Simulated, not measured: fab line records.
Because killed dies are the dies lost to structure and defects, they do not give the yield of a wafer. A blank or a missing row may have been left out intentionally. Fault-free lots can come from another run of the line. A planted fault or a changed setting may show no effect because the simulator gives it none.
Which of the tools did it? / flow sky130 / 18 wafers from 6 lots sampled at 2 of the route's 708 steps

## WHAT THE GAUGES READ, wafer by wafer
SKY_LI_CONTACT_THK_MEAS_23: measures by xrf.
lot=L282; measured=day 29 23:31; on=film metro-04; LI_CONTACT_W_THK (nm)=399 413 404
lot=L286; measured=day 31 11:29; on=film metro-04; LI_CONTACT_W_THK (nm)=407 408 412
lot=L289; measured=day 32 04:33; on=film metro-04; LI_CONTACT_W_THK (nm)=411 408 412
lot=L292; measured=day 33 06:33; on=film metro-04; LI_CONTACT_W_THK (nm)=414 412 410
lot=L297; measured=day 34 21:05; on=film metro-04; LI_CONTACT_W_THK (nm)=415 415 414
lot=L301; measured=day 36 05:12; on=film metro-01; LI_CONTACT_W_THK (nm)=413 420 416

## WHICH TOOL RAN EACH LOT (tool, then ch and the chambers of the sampled wafers, then the start)
lot=L282; SKY_LI_CONTACT_CMP_02=cmp-02 ch 1,2,3, day 28 17:31
lot=L286; SKY_LI_CONTACT_CMP_02=cmp-02 ch 0,1,3, day 30 06:25
lot=L289; SKY_LI_CONTACT_CMP_02=cmp-01 ch 0,2, day 30 23:10
lot=L292; SKY_LI_CONTACT_CMP_02=cmp-02 ch 1,3, day 32 01:30
lot=L297; SKY_LI_CONTACT_CMP_02=cmp-01 ch 1,2,3, day 33 17:22
lot=L301; SKY_LI_CONTACT_CMP_02=cmp-01 ch 0,2,3, day 35 01:37
- SKY_LI_CONTACT_CMP_02: polishes PSG.

## THE ANSWER, worked out from the rows above alone
Rule: the lots themselves supply what counts as usual. Put in order of their means at a reading, lots are off if they are a third of the lots or fewer, leave a main group of 4 or more, and stand apart from it by a gap of 3 or more times the standard deviation of the main group's means; of several such gaps the widest counts. The tables above print the reading to a certain number of digits; a main group whose means all agree to those digits is not used. A lot without any number at a reading at which 4 lots or more have one is off too. The other lots that the step has rows for count as sound.
None of the lots is off at any reading shown; this tells nothing.

## WHAT THE SIMULATOR HAD INSERTED
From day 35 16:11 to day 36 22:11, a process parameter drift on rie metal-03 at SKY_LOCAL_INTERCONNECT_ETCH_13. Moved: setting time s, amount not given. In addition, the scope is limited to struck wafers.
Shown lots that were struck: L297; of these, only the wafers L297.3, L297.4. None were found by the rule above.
